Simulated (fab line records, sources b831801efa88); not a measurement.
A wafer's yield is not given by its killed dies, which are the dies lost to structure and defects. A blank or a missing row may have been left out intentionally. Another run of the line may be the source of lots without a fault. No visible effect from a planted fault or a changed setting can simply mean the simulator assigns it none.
Which tool was responsible? | flow sfq_line | Sampling: 14 lots, 42 wafers, 2 of 325 route steps

WHAT THE GAUGES SHOWED, per wafer
SFQ_M3_RS_MEAS_919: measures by four-point-probe.
lot  | measured     | on            | M3_NB_RS (ohm/sq)
L244 | day 23 03:43 | film_metro-02 | 0.875 0.878 0.875
L246 | day 24 03:14 | film_metro-02 | 0.861 0.890 0.859
L247 | day 24 15:07 | film_metro-02 | 0.872 0.913 0.900
L249 | day 25 06:40 | film_metro-02 | 0.881 0.881 0.872
L250 | day 25 12:40 | film_metro-01 | 0.896 0.893 0.883
L252 | day 26 09:01 | film_metro-02 | 0.871 0.907 0.874
L253 | day 26 11:22 | film_metro-04 | 0.885 0.866 0.882
L257 | day 27 18:34 | film_metro-01 | 0.885 0.904 0.901
L260 | day 28 18:55 | film_metro-02 | 1.045 1.062 1.051
L261 | day 28 23:41 | film_metro-02 | 1.052 1.015 1.019
L262 | day 29 14:05 | film_metro-02 | 0.895 0.891 0.891
L264 | day 30 11:40 | film_metro-02 | 0.876 0.886 0.881
L265 | day 30 16:29 | film_metro-01 | 0.890 0.894 0.887
L266 | day 30 23:40 | film_metro-01 | 0.882 0.886 0.877

WHAT TOOL EACH LOT RAN ON (gives the tool, then ch and the chambers of the sampled wafers, and finally the start)
lot  | SFQ_TRILAYER_M3_DEP_SPUTTER_073
L244 | pvd_sputter-05, day 23 03:38
L246 | pvd_sputter-06, day 24 03:08
L247 | pvd_sputter-06, day 24 14:58
L249 | pvd_sputter-04, day 25 06:34
L250 | pvd_sputter-04, day 25 12:34
L252 | pvd_sputter-06, day 26 08:52
L253 | pvd_sputter-05, day 26 11:16
L257 | pvd_sputter-05, day 27 18:28
L260 | pvd_sputter-06, day 28 18:47
L261 | pvd_sputter-06, day 28 23:36
L262 | pvd_sputter-04, day 29 13:58
L264 | pvd_sputter-04, day 30 11:34
L265 | pvd_sputter-05, day 30 16:22
L266 | pvd_sputter-04, day 30 23:35
- SFQ_TRILAYER_M3_DEP_SPUTTER_073: material Nb, target thk 200 nm, time 133.3 s.

AS READ BY THE TOOLS THEMSELVES (means over the sampled wafers that have a number; for cases with no such wafer, the mark the record gives instead)
SFQ_TRILAYER_M3_DEP_SPUTTER_073.
lot  | tool           | resputter_cathode_voltage_v (V) | throttle_valve_pct (%)
L244 | pvd_sputter-05 | 396                             | 30.9
L246 | pvd_sputter-06 | 401                             | 28.6
L247 | pvd_sputter-06 | 400                             | 29.7
L249 | pvd_sputter-04 | 406                             | 30.9
L250 | pvd_sputter-04 | 399                             | 30.5
L252 | pvd_sputter-06 | 400                             | 28.5
L253 | pvd_sputter-05 | 400                             | 30.7
L257 | pvd_sputter-05 | 398                             | 31.4
L260 | pvd_sputter-06 | 400                             | 29.5
L261 | pvd_sputter-06 | 401                             | 29.2
L262 | pvd_sputter-04 | 397                             | 31.1
L264 | pvd_sputter-04 | 396                             | 30.9
L265 | pvd_sputter-05 | 400                             | 30.8
L266 | pvd_sputter-04 | 399                             | 31.4

THE ANSWER, worked out from the rows above alone
Rule: the usual values come from the lots themselves. The widest of any qualifying gaps counts: lots, ordered by their means at a reading, are off when they make up no more than a third of the lots, leave a main group of 4 or more, and stand apart from it by 3 or more times the standard deviation of that group's means. If all means in a main group match to the digits the tables above print for the reading, that group is not used. A lot without any number at a reading at which 4 lots or more have one is off too. All remaining lots with rows at the step are treated as sound. The gauges are gone through in route order, then the tools' own readings, and for those a lot's mean is taken as printed above. The first step at which some lot is off is used, and at that step the reading that is off furthest; a lot without a number counts as furthest.
Off: L260, L261, seen at SFQ_M3_RS_MEAS_919 (M3_NB_RS). For the main group the mean is 0.884 ohm/sq and the standard deviation 0.0081.
A tool fits if, at a process step before that reading, it ran every lot that is off, and no sound lot after the first of them. The gauges at SFQ_M3_RS_MEAS_919 are tried like those tools. One fits: pvd_sputter-06 at SFQ_TRILAYER_M3_DEP_SPUTTER_073. A fault onset in the window from L252 (day 26 08:52, its last sound lot) to L260 (day 28 18:47, its first lot off) fits.

WHAT THE SIMULATOR HAD INSERTED
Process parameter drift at SFQ_TRILAYER_M3_DEP_SPUTTER_073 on pvd_sputter-06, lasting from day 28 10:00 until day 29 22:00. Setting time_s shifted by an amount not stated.
Lots struck among those shown: L260, L261. The rule above found the same.
